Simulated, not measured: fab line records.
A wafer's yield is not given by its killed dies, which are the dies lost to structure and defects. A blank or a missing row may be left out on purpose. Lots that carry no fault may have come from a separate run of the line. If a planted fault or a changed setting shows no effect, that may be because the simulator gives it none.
A struck lot beside a sound one -- flow sky130 -- 22 out of 708 route steps
Sound: these wafers, L901.1, L901.3, L901.4. Wafers L906.1, L906.4, L906.5 were the ones struck. The cause comes at the end.
At each step with rows: each side's tool, then ch and its chambers, then its first start. Under that, the readings that differ: sound wafers -- struck wafers -- difference of the means -- sigmas: that difference in standard deviations of wafers without a fault.
alike: words and numbers the same on both sides, and readings whose means are apart by under 2 such deviations; not compared: readings that were withheld, readings missing a value for some wafer, numbers with overlapping values and no deviation given by the record, and bounds like >300 which may hide the same value.
A row with sigmas, a row that says differs or no value, or rows on one side alone: a step with any of these is where the two part. Numbers that have no deviation but don't overlap get no sigmas and don't part them. A reading missing from all wafers of one side parts the sides only when that side holds two or more wafers.

SKY_METAL3_SPUTTER_00: material Ti, target thk 15 nm, time 10 s.
  struck on pvd_sputter-03, day 39 22:38; sound on pvd_sputter-04, day 38 06:37
  alike: cathode_dc_power_W, throttle_valve_pct
SKY_METAL3_SPUTTER_01: material TiN, target thk 20 nm, time 16.7 s.
  struck on pvd_sputter-03, day 39 22:40; sound on pvd_sputter-04, day 38 06:38
  alike: cathode_dc_power_W, throttle_valve_pct
SKY_METAL3_SPUTTER_02: material AlCu, target thk 735 nm, time 39.1 s.
  struck on pvd_sputter-03, day 39 22:41; sound on pvd_sputter-04, day 38 06:40
  alike: cathode_dc_power_W, throttle_valve_pct
then, 1 step without rows for these wafers: SKY_METAL3_SPUTTER_03 (material Ti, target thk 5 nm, time 3.3 s).
SKY_METAL3_SPUTTER_04: material TiN, target thk 70 nm, time 58.3 s.
  struck on pvd_sputter-03, day 39 22:44; sound on pvd_sputter-04, day 38 06:44
  alike: cathode_dc_power_W, throttle_valve_pct
SKY_CAPM_CVD_00: deposits SiO2, target thk 15.5 nm.
  sound on pecvd-03 ch 0,1, day 38 06:47; struck on pecvd-03 ch 1,2, day 39 22:47
  alike: heater_power_outer_w, heater_power_w
SKY_CAPM_THK_MEAS_01:
  struck on film_metro-01, day 39 22:49; sound on film_metro-04, day 38 06:48
  alike: CAPM_CVD_00_THK
then, 1 step without rows for these wafers: SKY_CAPM_SPUTTER_02 (material TiN, target thk 200 nm, time 166.7 s).
SKY_CAPM_RS_MEAS_03: measurement is done with a four-point probe.
  struck on film_metro-04, day 39 22:59; sound on film_metro-01, day 38 06:58
  alike: CAPM_TIN_RS
SKY_CAPM_THK_MEAS_04: measures by xrf.
  struck on film_metro-04, day 39 23:06; sound on film_metro-01, day 38 07:05
  alike: CAPM_TIN_THK
then, 2 steps without rows for these wafers: SKY_CAPM_DEHYDRATE_05 (time 60 s); SKY_CAPM_HMDS_06 (prime time 60 s).
SKY_CAPM_COAT_07: resist thk 1140 nm.
  sound on litho_track-01 ch 0, day 38 17:46; struck on litho_track-03 ch 0, day 40 11:12
reading,sound,struck,difference,sigmas
spin_speed_rpm (rpm),2998.2 3001.4 2999.7,3274.4 3273.8 3273.2,+274.0,+99 or more
model.NOVOLAK_of_CAPM_COAT_07.thk_nm (nm),1150 1146 1149,1089 1089 1086,-60,
then, 4 steps without rows for these wafers: SKY_CAPM_SOFTBAKE_08 (time 60 s); SKY_CAPM_EXPOSE_09 (exposes mask CAPM, target cd 1000 nm); SKY_CAPM_PEB_10; SKY_CAPM_DEVELOP_11 (develop time 60 s).
SKY_CAPM_OVL_MEAS_12:
  struck on overlay-02, day 40 23:15; sound on overlay-02, day 39 06:58
reading,sound,struck,difference,sigmas
CAPM_OVL (nm),-1.8 -3.6 -2.7,1.6 1.6 0.3,+3.9,+3
SKY_CAPM_METAL_ETCH_13: etches TiN in Cl2/BCl3, stops on SiO2, target depth 220 nm, time 62.9 s.
  sound on rie_metal-04 ch 0,1, day 39 07:00; struck on rie_metal-04 ch 0,1, day 40 23:17
reading,sound,struck,difference,sigmas
model.NOVOLAK_of_CAPM_COAT_07.thk_nm (nm),1001 998.7 997.9,939.5 937.3 938.3,-60.8,
  alike: chamber_pressure_mTorr, drypump_motor_current_A, mfc_cl2_sccm, oes_product_au, throttle_valve_pct
  not compared: rf_hours_counter_h
SKY_CAPM_STRIP_14: strips in O2/N2.
  sound on plasma_asher-01 ch 0,1, day 39 07:06; struck on plasma_asher-02 ch 0,1, day 40 23:22
reading,sound,struck,difference,sigmas
strip_time_to_endpoint_s (s),12.74 12.71 12.70,12.02 12.00 12.00,-0.71,-13
  alike: chamber_pressure_mTorr, drypump_motor_current_A, oes_product_au
  not compared: rf_hours_counter_h
then, 1 step without rows for these wafers: SKY_CAPM_STRIP_15 (strips in post etch residue remover, time 1200 s).
SKY_PAD_OPEN_PROBE_99:
  the record has rows for the sound wafers here (prober-01, day 47 04:28) and none for the struck ones

== WHERE THEY PART ==
Earliest at SKY_CAPM_COAT_07; latest, in this record, at SKY_PAD_OPEN_PROBE_99.

WHY: the cause the simulator had injected
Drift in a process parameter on litho_track-03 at SKY_CAPM_COAT_07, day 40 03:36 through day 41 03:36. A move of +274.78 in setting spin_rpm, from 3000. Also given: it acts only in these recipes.
